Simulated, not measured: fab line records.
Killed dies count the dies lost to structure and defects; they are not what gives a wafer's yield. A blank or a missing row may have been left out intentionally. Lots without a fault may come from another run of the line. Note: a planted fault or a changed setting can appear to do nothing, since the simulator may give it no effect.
Which tool was responsible? ; flow sfqLine ; route of 325 steps, sampled at 1 step: 15 lots, 45 wafers

== WHAT EACH GAUGE READ, for each wafer ==
The record holds no reading of a measuring or inspecting step that can be judged against a usual standard deviation.

== EACH LOT AND THE TOOL THAT RAN IT (in order: tool; ch and the chambers of the sampled wafers; start) ==
lot;SFQ_TRILAYER_M4_STRIP_STRIP_097
L712;rieMetal-03 ch 0,1, day 34 07:03
L713;rieMetal-01 ch 0,1, day 34 14:15
L715;rieMetal-03 ch 0,1, day 35 11:39
L716;rieMetal-01 ch 0,1, day 35 16:27
L717;rieMetal-01 ch 0,1, day 35 18:51
L718;rieMetal-01 ch 0, day 36 08:26
L719;rieMetal-01 ch 0, day 36 11:02
L720;rieMetal-04 ch 0,1, day 36 11:39
L721;rieMetal-03 ch 0,1, day 37 07:32
L729;rieMetal-01 ch 0,1, day 42 03:23
L730;rieMetal-04 ch 0,1, day 43 00:31
L732;rieMetal-03 ch 0,1, day 43 17:07
L733;rieMetal-04 ch 0,1, day 44 09:28
L734;rieMetal-01 ch 0, day 44 16:40
L735;rieMetal-03 ch 0,1, day 45 07:21
- SFQ_TRILAYER_M4_STRIP_STRIP_097: strips in O2.

== AS READ BY THE TOOLS THEMSELVES (means over the sampled wafers that have a number; for cases with no such wafer, the mark the record gives instead) ==
SFQ_TRILAYER_M4_STRIP_STRIP_097. Usual: chamberPressureMTorr 50.00 mTorr, standard deviation 0.046; drypumpMotorCurrentA 5.86 A, standard deviation 0.25; oesProductAu 0.997 a.u., standard deviation 0.0093.
lot;tool;chamberPressureMTorr (mTorr);drypumpMotorCurrentA (A);oesProductAu (a.u.);flag
L712;rieMetal-03;50.00;5.90;1.001;
L713;rieMetal-01;50.02;5.80;0.990;
L715;rieMetal-03;50.01;5.88;0.997;
L716;rieMetal-01;49.94;5.82;0.985;
L717;rieMetal-01;50.01;5.79;0.997;
L718;rieMetal-01;50.01;5.79;1.001;
L719;rieMetal-01;-;-;-;OFF
L720;rieMetal-04;-;-;-;OFF
L721;rieMetal-03;-;-;-;OFF
L729;rieMetal-01;49.97;5.81;0.991;
L730;rieMetal-04;50.01;6.04;0.995;
L732;rieMetal-03;49.98;5.92;1.001;
L733;rieMetal-04;50.03;6.05;1.005;
L734;rieMetal-01;49.95;5.75;0.992;
L735;rieMetal-03;50.03;5.90;0.999;

== THE ANSWER, worked out from the rows above alone ==
Rule: a lot counts as off when the mean over its wafers that have a number is more than 3 standard deviations away from the usual mean. Also off: a lot with no number at a reading for which 4 or more lots have one. All remaining lots with rows at the step are treated as sound. First the gauges in route order, then the tools' own readings, where a lot's mean is used as printed above. At the first step where some lot is off, the reading lying furthest off is the one used; lots without a number count as furthest.
Off: L719, L720, L721, at SFQ_TRILAYER_M4_STRIP_STRIP_097 (chamberPressureMTorr). Without a number there: L719, L720, L721.
A tool fits if, at that step or a process step before it, it ran every lot that is off, and no sound lot after the first of them. No candidate that was tried fits.

== WHAT HAD BEEN PUT IN BY THE SIMULATOR ==
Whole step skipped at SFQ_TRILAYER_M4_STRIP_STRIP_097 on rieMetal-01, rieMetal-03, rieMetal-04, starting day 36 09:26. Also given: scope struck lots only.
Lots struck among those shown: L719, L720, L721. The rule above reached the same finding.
